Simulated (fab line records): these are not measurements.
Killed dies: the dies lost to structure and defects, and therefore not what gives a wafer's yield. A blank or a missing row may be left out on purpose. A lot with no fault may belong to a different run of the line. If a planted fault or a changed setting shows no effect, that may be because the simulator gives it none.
Which of the tools did it? | flow gf180mcu | Sampling: 6 lots, 18 wafers, 2 of 602 route steps

## WHAT THE GAUGES SHOWED, per wafer
GF_MIM_RS_MEAS_10: the measuring method here is four-point-probe.
lot  | measured     | on            | MIM_ALCU_RS (ohm/sq)
L258 | day 25 10:16 | film_metro-04 | 0.1615 0.1597 0.1579
L260 | day 25 21:19 | film_metro-04 | 0.1620 0.1617 0.1621
L262 | day 26 22:53 | film_metro-03 | 0.1594 0.1587 0.1603
L267 | day 28 04:38 | film_metro-02 | 0.1631 0.1623 0.1627
L274 | day 30 12:48 | film_metro-02 | 0.1621 0.1619 0.1609
L276 | day 30 17:44 | film_metro-04 | 0.1598 0.1620 0.1594

## WHICH TOOL RAN EACH LOT (tool, then ch and the chambers of the sampled wafers, then the start)
lot  | GF_V2_SPUTTER_22
L258 | pvd_sputter-03, day 21 08:20
L260 | pvd_sputter-02, day 21 21:03
L262 | pvd_sputter-02, day 23 01:55
L267 | pvd_sputter-03, day 24 10:35
L274 | pvd_sputter-02, day 26 19:29
L276 | pvd_sputter-02, day 27 05:19
- GF_V2_SPUTTER_22: material TiN, target thk 10 nm, time 40 s.

## THE ANSWER, worked out from the rows above alone
Rule: the lots themselves supply what counts as usual. The widest of any qualifying gaps counts: lots, ordered by their means at a reading, are off when they make up no more than a third of the lots, leave a main group of 4 or more, and stand apart from it by 3 or more times the standard deviation of that group's means. The tables above print the reading to a certain number of digits; a main group whose means all agree to those digits is not used. A lot without any number at a reading at which 4 lots or more have one is off too. All remaining lots with rows at the step are treated as sound.
Across all readings shown, no lot is off: no conclusion can be drawn from this.

## WHAT WAS PUT IN BY THE SIMULATOR
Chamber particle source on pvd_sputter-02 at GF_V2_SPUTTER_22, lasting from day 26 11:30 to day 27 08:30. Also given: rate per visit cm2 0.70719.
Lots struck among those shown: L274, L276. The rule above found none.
